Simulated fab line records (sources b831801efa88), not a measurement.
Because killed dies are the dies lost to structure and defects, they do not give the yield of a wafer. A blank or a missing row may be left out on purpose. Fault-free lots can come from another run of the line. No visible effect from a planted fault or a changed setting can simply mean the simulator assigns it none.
2 desks, one fault | flow gf180mcu | every desk sees just its own numbers, and what lay behind them comes last

FOR THE TOOL OWNER'S DESK: cvdW-01
The tool's own readings at GF_V2_CVD_23 (deposits W, target thk 350 nm, time 104.94 s): means of the sampled wafers that have a number, for each lot that ran on this tool. The brackets show how far a lot's mean lies from the usual mean; more than 4 standard deviations puts the lot out of limits, marked OUT.
Columns: A = heaterPowerW at GF_V2_CVD_23, usual 876 W
lot  | first seen here | A
L787 | day 20 10:24    | 893
L800 | day 25 03:57    | 909
This desk found nothing out of limits on any of the 2 lots.

FROM THE METROLOGY DESK
What the gauges read, lot by lot, whatever tool the lot ran on: means of the sampled wafers that have a number. The brackets show how far a lot's mean lies from the usual mean; more than 4 standard deviations puts the lot out of limits, marked OUT.
Columns: A = cdNm at GF_V2_CD_MEAS_14, usual 259.8 nm; B = V2_OVL at GF_V2_OVL_MEAS_15, usual -1 nm; C = V2_W_RS at GF_V2_RS_MEAS_24, usual 0.330 ohm/sq; D = V2_W_THK at GF_V2_THK_MEAS_25, usual 346 nm
lot  | first seen here | A     | B  | C     | D
L787 | day 20 09:28    | 258.4 | -2 | 0.331 | 344
L791 | day 21 22:05    | 259.3 | 2  | 0.331 | 345
L800 | day 25 02:41    | 259.6 | -9 | 0.332 | 345
L805 | day 26 13:59    | 260.2 | -3 | 0.326 | 345
L810 | day 27 21:20    | 259.3 | 0  | 0.326 | 352
This desk found nothing out of limits on any of the 5 lots.

PUT TOGETHER
The tool owner's desk saw nothing out of limits.
At the metrology desk, nothing out of limits was observed.

WHAT WAS PUT IN BY THE SIMULATOR
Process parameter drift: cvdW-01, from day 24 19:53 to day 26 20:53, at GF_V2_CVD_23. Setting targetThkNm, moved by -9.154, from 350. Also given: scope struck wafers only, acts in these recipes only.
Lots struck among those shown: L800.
